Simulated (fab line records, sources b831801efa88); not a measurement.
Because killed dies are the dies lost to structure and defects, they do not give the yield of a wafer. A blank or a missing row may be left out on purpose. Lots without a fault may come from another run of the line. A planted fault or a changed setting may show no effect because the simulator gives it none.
One fault through the eyes of 2 desks / flow gf180mcu / every desk sees just its own numbers, and what lay behind them comes last

METROLOGY DESK
Lot by lot, what the gauges showed, no matter which tool ran the lot: averages of those sampled wafers that carry a number. If a lot's mean is further than 4 standard deviations from the usual mean, the lot is out of limits and carries the mark OUT (the distance appears in the brackets).
Columns: A = cdNm at GF_STI_CD_MEAS_12, usual 220.0 nm; B = cdNm at GF_V3_CD_MEAS_14, usual 259.9 nm; C = M4_ALCU_RS at GF_M4_RS_MEAS_05, usual 0.0694 ohm/sq
lot=L607; first seen here=day 2 03:35; A=218.5; B=261.4; C=0.0693
lot=L608; first seen here=day 2 07:12; A=219.0; B=259.6; C=0.0692
lot=L609; first seen here=day 2 12:25; A=221.3; B=260.5; C=0.0707
lot=L610; first seen here=day 2 16:29; A=220.6; B=260.4; C=0.0695
lot=L611; first seen here=day 2 23:01; A=221.6; B=257.7; C=0.0691
lot=L620; first seen here=day 4 20:08; A=219.7; B=256.6; C=0.0694
lot=L621; first seen here=day 5 03:11; A=171.3 (-44) OUT; B=260.7; C=0.0689
lot=L622; first seen here=day 5 07:01; A=154.6 (-59) OUT; B=-; C=-
lot=L624; first seen here=day 5 17:29; A=220.4; B=260.6; C=0.0687
lot=L628; first seen here=day 6 14:10; A=219.0; B=257.2; C=0.0695
lot=L629; first seen here=day 6 19:25; A=220.3; B=259.7; C=0.0701
lot=L630; first seen here=day 6 23:44; A=221.4; B=260.9; C=0.0689
This desk's finding: out of limits on L621, L622; first on L621, day 5 03:11 (cdNm at GF_STI_CD_MEAS_12). L607, L608, L609, L610, L611, L620, L624, L628, L629, L630 stayed within limits.

THE TOOL OWNER'S DESK: krfScanner-01
The tool's own readings at GF_STI_EXPOSE_09 (exposes mask COMP, target cd 220 nm): means of the sampled wafers that have a number, for each lot that ran on this tool. If a lot's mean is further than 4 standard deviations from the usual mean, the lot is out of limits and carries the mark OUT (the distance appears in the brackets).
Columns: A = stageVelMmS at GF_STI_EXPOSE_09, usual 500.02 mm/s
lot=L611; first seen here=day 2 16:20; A=500.02
lot=L621; first seen here=day 4 19:57; A=500.13
lot=L622; first seen here=day 4 23:55; A=500.43
This desk's finding: nothing out of limits on any of the 3 lots.

TAKEN TOGETHER
L621, L622 would have let the metrology desk raise an alarm at day 5 03:11.
The desk of the tool owner found nothing out of limits.
Tool owner's desk: L621, L622 on record, inside its limits.
GF_STI_EXPOSE_09 was run on krfScanner-01 by each of the lots named.

WHAT WAS PUT IN BY THE SIMULATOR
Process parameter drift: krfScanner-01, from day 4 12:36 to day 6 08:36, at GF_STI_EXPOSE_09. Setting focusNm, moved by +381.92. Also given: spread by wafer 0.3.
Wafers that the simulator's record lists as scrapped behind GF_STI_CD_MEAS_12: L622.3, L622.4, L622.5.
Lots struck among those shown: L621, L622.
Hours from the fault's start to each desk's first reading out of limits: the metrology desk, 15.
